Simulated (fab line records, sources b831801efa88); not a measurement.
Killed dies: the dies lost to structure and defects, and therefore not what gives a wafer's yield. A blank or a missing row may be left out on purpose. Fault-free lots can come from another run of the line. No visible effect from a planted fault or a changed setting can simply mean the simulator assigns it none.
fab line records	flow sky130
record: lots: 6	wafers: 18	last_day: 49
route steps=708 shown VT_ADJUST_HVTP@93 VT_ADJUST_LVTN@97 PAD_OPEN@708
lots that met no fault: from a run of the same line without faults
start_h: start of the lot's first displayed wafer, in hours after the record's first day	wait_h: hours since the lot's step before	" unchanged from the row above	L1.1+2: several wafers, shown together as one row	- value missing, or start not given	* or withheld: withheld	< > ~ a bound
route shown NAME@n: NAME is a module with steps in the file, n the number in the route of the first one	usual: average and standard deviation across the fault-free wafers	same: alike in all rows	chamber/n: place in a boat	sites: the reading at each site	_std_site: the standard deviation of these	_edge_site: inner sites' mean taken away from outer sites' mean	radius_mm: for every site, how far away it sits from the centre of the wafer	mask NAME#n: copy n	behind: tool/chamber where the wafer was last shaped	hold: why the lot was held/for how many hours/how that ended	device: names the non-switching transistor (n, p or np)	end of line: tests run on the same wafers once the route is complete	for a step that has no rows: nothing shown but its recipe	killed: dies that structure and defects cost at the first sort, which is not the same as the wafer's yield	map: dies across one wafer; x = killed, . = not, _ = none there
set.NAME: setting as actually run; set.NAME@STEP: the setting as run at that earlier step	model.NAME: the simulator's own value behind a step, which no gauge read
lots at some steps of the route; a table a step, a row a wafer
services: when a tool's chamber went out of use (start_h, in hours from the record's first day, below 0 if earlier), for how many hours, and the reason
== steps ==
step: SKY_VT_ADJUST_HVTP_OVL_MEAS_08
usual: VT_ADJUST_HVTP_OVL: -1.1/1.6
lot.wafer	tool	chamber	start_h	wait_h	VT_ADJUST_HVTP_OVL[nm]
L396.1	overlay-02	-	122.84	0.1	-0.6
L396.5	"	-	"	"	-1.2
L396.6	"	-	"	"	-0.8
L399.2	overlay-02	-	136.78	0.1	-0.1
L399.3	"	-	"	"	0.8
L399.4	"	-	"	"	2.5
L403.2	overlay-02	-	175.41	0.1	2.4
L403.5	"	-	"	"	0.7
L403.6	"	-	"	"	0.7
L402.2	overlay-02	-	175.70	0.1	-1.7
L402.5	"	-	"	"	-0.8
L402.6	"	-	"	"	0.2
L412.2	overlay-01	-	244.59	0.1	-3.4
L412.3	"	-	"	"	-2.5
L412.4	"	-	"	"	-1.3
L413.2	overlay-01	-	244.89	0.1	-4.0
L413.4	"	-	"	"	-5.1
L413.6	"	-	"	"	-3.2
step: SKY_VT_ADJUST_HVTP_IMPLANT_09
recipe: species: As	energy_kev: 150	dose_cm2: 4.3e+12	tilt_deg: withheld
step: SKY_VT_ADJUST_HVTP_STRIP_10
recipe: chemistry: O2/N2	power_w: 1400	pressure_mtorr: 1500	platen_temp_c: withheld	o2_flow_sccm: 3000	n2_flow_sccm: 300	overash_fraction: 0.5
usual: drypump_motor_current_A: 5.7/0.34	oes_product_au: 0.715/0.0042	strip_time_to_endpoint_s: 14.30/0.039
same: overash_fraction: 0.5
lot.wafer	tool	chamber	start_h	wait_h	drypump_motor_current_A	oes_product_au	rf_hours_counter_h	strip_time_to_endpoint_s
L396.1	plasma_asher-02	1	123.03	0.1	5.0	0.725	48	14.21
L396.5	"	1	"	"	5.0	0.712	-	14.27
L396.6	"	0	"	"	6.0	0.705	-	14.29
L399.2	plasma_asher-04	0	136.96	0.1	5.9	0.716	40	14.37
L399.3	"	0	"	"	5.9	0.713	-	14.34
L399.4	"	1	"	"	5.8	0.717	-	14.38
L403.2	plasma_asher-01	1	175.59	0.1	5.9	0.717	36	14.36
L403.5	"	0	"	"	5.5	0.714	-	14.33
L403.6	"	1	"	"	5.9	0.713	-	14.37
L402.2	plasma_asher-02	0	175.88	0.1	6.0	0.714	53	14.32
L402.5	"	0	"	"	5.9	0.711	-	14.28
L402.6	"	1	"	"	5.0	0.718	-	14.31
L412.2	plasma_asher-01	1	244.77	0.1	5.9	0.719	44	14.26
L412.3	"	0	"	"	5.5	0.714	-	14.29
L412.4	"	1	"	"	5.9	0.708	-	14.30
L413.2	plasma_asher-04	1	245.07	0.1	5.8	0.719	51	14.30
L413.4	"	0	"	"	5.8	0.714	-	14.28
L413.6	"	0	"	"	5.8	0.712	-	14.30
step: SKY_VT_ADJUST_HVTP_TW_MEAS_11
usual: VT_ADJUST_HVTP_TW: 1358/8.1
lot.wafer	tool	chamber	start_h	wait_h	VT_ADJUST_HVTP_TW
L396.1	film_metro-04	-	123.13	0.1	1363
L396.5	"	-	"	"	1363
L396.6	"	-	"	"	1363
L399.2	film_metro-04	-	137.07	0.1	1367
L399.3	"	-	"	"	1365
L399.4	"	-	"	"	1364
L403.2	film_metro-04	-	175.70	0.1	1357
L403.5	"	-	"	"	1361
L403.6	"	-	"	"	1358
L402.2	film_metro-03	-	175.99	0.1	1357
L402.5	"	-	"	"	1357
L402.6	"	-	"	"	1348
L412.2	film_metro-02	-	244.88	0.1	1364
L412.3	"	-	"	"	1353
L412.4	"	-	"	"	1358
L413.2	film_metro-02	-	245.18	0.1	1363
L413.4	"	-	"	"	1363
L413.6	"	-	"	"	1362
step: SKY_VT_ADJUST_LVTN_DEHYDRATE_00
recipe: temp_c: 200	time_s: 60
step: SKY_VT_ADJUST_LVTN_HMDS_01
recipe: prime_time_s: 60	prime_temp_c: 120
step: SKY_VT_ADJUST_LVTN_COAT_02
recipe: spin_rpm: 2000	resist_thk_nm: 3000
step: SKY_VT_ADJUST_LVTN_SOFTBAKE_03
recipe: temp_c: 110	time_s: withheld
step: SKY_VT_ADJUST_LVTN_EXPOSE_04
recipe: mask_id: NWM_COMPLEMENT_LESS_NATIVE	na: 0.6	source_shape: conventional	sigma_outer: 0.6	polarization: unpolarized	target_cd_nm: 840	dose_mj: 194
step: SKY_VT_ADJUST_LVTN_PEB_05
recipe: temp_c: 115	time_s: withheld
step: SKY_VT_ADJUST_LVTN_DEVELOP_06
recipe: wall_angle_deg: 90	developer: TMAH	develop_time_s: 60	dev_temp_c: 23
step: SKY_VT_ADJUST_LVTN_OVL_MEAS_07
usual: VT_ADJUST_LVTN_OVL: 0.1/1.3
lot.wafer	tool	chamber	start_h	wait_h	VT_ADJUST_LVTN_OVL[nm]
L396.1	overlay-02	-	141.12	-	-0.4
L396.5	"	-	"	"	0.7
L396.6	"	-	"	"	0.0
L399.2	overlay-02	-	154.57	-	2.3
L399.3	"	-	"	"	1.5
L399.4	"	-	"	"	0.5
L403.2	overlay-01	-	196.57	-	0.1
L403.5	"	-	"	"	1.5
L403.6	"	-	"	"	0.4
L402.2	overlay-01	-	196.92	-	-1.0
L402.5	"	-	"	"	1.6
L402.6	"	-	"	"	-0.2
L412.2	overlay-02	-	268.03	-	-0.5
L412.3	"	-	"	"	-2.2
L412.4	"	-	"	"	-1.1
L413.2	overlay-01	-	268.38	-	-0.3
L413.4	"	-	"	"	-2.4
L413.6	"	-	"	"	0.1
step: SKY_VT_ADJUST_LVTN_IMPLANT_08
recipe: species: B	energy_kev: 30	dose_cm2: 1.57e+12	tilt_deg: withheld
usual: beam_energy_keV: 30.002/0.0081	dose_ions_cm2: 1.5703e+12/1.9e+09	faraday_current_uA: 8.83/0.2
lot.wafer	tool	chamber	start_h	wait_h	beam_energy_keV	dose_ions_cm2	faraday_current_uA
L396.1	implanter-03	0	141.16	0.0	30.020	1.567e+12	8.70
L396.5	"	0	"	"	30.002	1.5699e+12	8.75
L396.6	"	0	"	"	30.007	1.5693e+12	8.57
L399.2	implanter-01	0	154.62	0.0	30.005	1.5697e+12	8.99
L399.3	"	0	"	"	29.999	1.5712e+12	8.49
L399.4	"	0	"	"	30.006	1.5718e+12	8.94
L403.2	implanter-03	0	196.62	0.0	30.017	1.5707e+12	9.51
L403.5	"	0	"	"	30.003	1.5732e+12	8.99
L403.6	"	0	"	"	30.007	1.5707e+12	8.81
L402.2	implanter-01	0	196.97	0.0	30.009	1.57e+12	8.50
L402.5	"	0	"	"	29.996	1.5694e+12	8.77
L402.6	"	0	"	"	29.987	1.5705e+12	8.75
L412.2	implanter-01	0	268.41	0.4	30.006	1.7125e+12	9.23
L412.3	"	0	"	"	30.006	1.7109e+12	9.54
L412.4	"	0	"	"	30.000	1.7093e+12	9.45
L413.2	implanter-01	0	268.56	0.2	29.996	1.7078e+12	9.58
L413.4	"	0	"	"	30.001	1.7094e+12	9.34
L413.6	"	0	"	"	29.991	1.7068e+12	9.74
step: SKY_VT_ADJUST_LVTN_STRIP_09
recipe: chemistry: O2/N2	power_w: 1400	pressure_mtorr: 1500	platen_temp_c: withheld	o2_flow_sccm: 3000	n2_flow_sccm: 300	overash_fraction: 0.5
usual: drypump_motor_current_A: 5.5/0.36	oes_product_au: 0.723/0.0046	strip_time_to_endpoint_s: 36.94/0.11
same: overash_fraction: 0.5
lot.wafer	tool	chamber	start_h	wait_h	drypump_motor_current_A	oes_product_au	rf_hours_counter_h	strip_time_to_endpoint_s
L396.1	plasma_asher-02	0	141.31	0.1	6.0	0.722	50	37.12
L396.5	"	0	"	"	6.0	0.719	-	37.05
L396.6	"	1	"	"	5.0	0.720	-	36.91
L399.2	plasma_asher-03	0	154.75	0.1	5.4	0.727	4	37.08
L399.3	"	0	"	"	5.4	0.724	-	37.04
L399.4	"	1	"	"	5.5	0.727	-	36.97
L403.2	plasma_asher-02	0	196.75	0.1	6.0	0.725	55	36.81
L403.5	"	1	"	"	5.0	0.722	-	36.82
L403.6	"	0	"	"	6.0	0.729	-	36.90
L402.2	plasma_asher-04	0	197.10	0.1	5.8	0.730	45	36.94
L402.5	"	0	"	"	5.9	0.724	-	36.88
L402.6	"	1	"	"	5.8	0.723	-	36.98
L412.2	plasma_asher-04	1	268.54	0.1	5.8	0.721	53	36.92
L412.3	"	0	"	"	5.8	0.728	-	36.95
L412.4	"	1	"	"	5.8	0.724	-	36.96
L413.2	plasma_asher-02	1	268.69	0.1	5.0	0.714	61	36.92
L413.4	"	0	"	"	5.9	0.725	-	36.87
L413.6	"	1	"	"	5.0	0.721	-	36.97
step: SKY_VT_ADJUST_LVTN_TW_MEAS_10
usual: VT_ADJUST_LVTN_TW: 242.0/1.3
lot.wafer	tool	chamber	start_h	wait_h	VT_ADJUST_LVTN_TW
L396.1	film_metro-04	-	141.41	0.1	244.9
L396.5	"	-	"	"	243.6
L396.6	"	-	"	"	243.0
L399.2	film_metro-02	-	154.86	0.1	241.3
L399.3	"	-	"	"	242.5
L399.4	"	-	"	"	240.7
L403.2	film_metro-02	-	196.86	0.1	242.5
L403.5	"	-	"	"	241.9
L403.6	"	-	"	"	241.9
L402.2	film_metro-01	-	197.21	0.1	239.7
L402.5	"	-	"	"	241.5
L402.6	"	-	"	"	240.8
L412.2	film_metro-04	-	268.65	0.1	247.3
L412.3	"	-	"	"	249.3
L412.4	"	-	"	"	248.0
L413.2	film_metro-01	-	268.80	0.1	246.4
L413.4	"	-	"	"	244.5
L413.6	"	-	"	"	244.3
step: SKY_VT_ADJUST_LVTN_DEHYDRATE_11
recipe: temp_c: 200	time_s: 60
step: SKY_PAD_OPEN_PROBE_99
usual: killed_at_M0_to_M3: 44/7.2	killed_at_M4_up: 3.0/1.8	killed_at_contacts: 24/5.4	killed_at_front_end: 14/4.4	killed_at_other: 0.4/0.64	killed_dies: 86/9.4	killed_open: 47/7.7	killed_short: 39/5.8
same: gross_dies: 492	killed_at_back_side: 0
lot.wafer	tool	chamber	start_h	wait_h	killed_at_M0_to_M3	killed_at_M4_up	killed_at_contacts	killed_at_front_end	killed_at_other	killed_dies	killed_open	killed_short
L396.1	prober-02	-	1066.11	0.1	40	1	26	18	2	87	47	38
L396.5	prober-02	-	1066.31	0.2	38	3	27	18	0	86	38	48
L396.6	prober-02	-	1066.36	0.2	53	1	23	10	2	89	46	42
L402.2	prober-01	-	1129.16	0.1	49	4	20	10	1	84	47	37
L402.5	prober-01	-	1129.31	0.2	46	0	15	17	0	78	43	35
L402.6	prober-01	-	1129.36	0.2	45	0	21	7	0	73	42	31
killed by level:class
L396.1 CONTACT:geometric_particle:open=8 VIA1:geometric_particle:open=8 FIELD_ISO:geometric_particle:open=7 LI_CONTACT:geometric_particle:open=7 CONTACT:geometric_particle:short=7 METAL1:geometric_particle:short=7 VIA2:geometric_particle:open=6 METAL2:geometric_particle:short=5
L396.5 FIELD_ISO:geometric_particle:short=8 LI_CONTACT:geometric_particle:open=7 CONTACT:geometric_particle:open=7 METAL1:geometric_particle:short=6 VIA2:geometric_particle:open=6 VIA1:geometric_particle:short=5 VIA1:geometric_particle:open=5 METAL2:geometric_particle:short=5
L396.6 VIA2:geometric_particle:open=12 VIA1:geometric_particle:open=11 VIA1:geometric_particle:short=8 LI_CONTACT:geometric_particle:open=7 VIA3:geometric_particle:open=6 FIELD_ISO:geometric_particle:short=5 CONTACT:geometric_particle:short=5 CONTACT:geometric_particle:open=5
L402.2 VIA1:geometric_particle:open=16 METAL2:geometric_particle:short=8 VIA2:geometric_particle:short=7 CONTACT:geometric_particle:open=7 FIELD_ISO:geometric_particle:open=5 VIA3:geometric_particle:open=4 LI_CONTACT:geometric_particle:short=4 LI_CONTACT:geometric_particle:open=4
L402.5 VIA2:geometric_particle:open=10 VIA1:geometric_particle:open=9 POLY_GATE:geometric_particle:open=5 CONTACT:geometric_particle:open=5 METAL3:geometric_particle:short=5 VIA1:geometric_particle:short=5 FIELD_ISO:geometric_particle:short=4 LOCAL_INTERCONNECT:geometric_particle:short=4
L402.6 VIA1:geometric_particle:open=15 CONTACT:geometric_particle:open=8 METAL2:geometric_particle:short=7 LI_CONTACT:geometric_particle:open=6 METAL1:geometric_particle:short=6 FIELD_ISO:geometric_particle:open=4 VIA3:geometric_particle:open=4 VIA1:geometric_particle:short=4
== services ==
tool	chamber	start_h	hours	kind
plasma_asher-03	-	108.75	9.0	pm
plasma_asher-03	0	108.75	9.0	vent_cycle
plasma_asher-03	1	108.75	9.0	vent_cycle
plasma_asher-03	0	117.75	-	clean
plasma_asher-03	1	117.75	-	clean
implanter-03	-	131.66	1.4	repair
plasma_asher-01	-	145.14	5.5	repair
implanter-01	-	150.72	0.9	repair
implanter-01	-	186.00	3.0	pm
implanter-01	-	188.97	5.0	pm
plasma_asher-01	-	203.31	7.0	repair
plasma_asher-02	-	226.00	17.2	repair
plasma_asher-04	-	250.16	3.6	repair
== key ==
first_sign: step: SKY_VT_ADJUST_LVTN_IMPLANT_08	reading: dose_ions_cm2	direction: up	sigmas: 73	usual: *	struck: *
effect: step: SKY_VT_ADJUST_LVTN_IMPLANT_08	reading: faraday_current_uA	direction: up	sigmas: 3.2	usual: 8.83	struck: 9.48
effect: step: SKY_VT_ADJUST_LVTN_TW_MEAS_10	reading: VT_ADJUST_LVTN_TW	direction: up	sigmas: 3.6	usual: 242.0	struck: 246.6
met_at SKY_VT_ADJUST_LVTN_IMPLANT_08
struck_wafers L412.2,L412.3,L412.4,L413.2,L413.4,L413.6
tester_left_out L412,L413
onset_between 196.97 268.41
fault: kind: process_parameter_drift	tool: implanter-01	chamber: -	onset_h: 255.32	steps: SKY_VT_ADJUST_LVTN_IMPLANT_08	channel: dose_cm2	offset: *	shape: step	end_h: 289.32	acts_in: *	stated: *
tester_left_out: of these lots the tester's yield and bins aren't shown, on N5 and GAA mostly nor the transistor test; their killed dies are dies lost to structure and defects alone, not to doping, threshold or leakage, so they don't give the yield
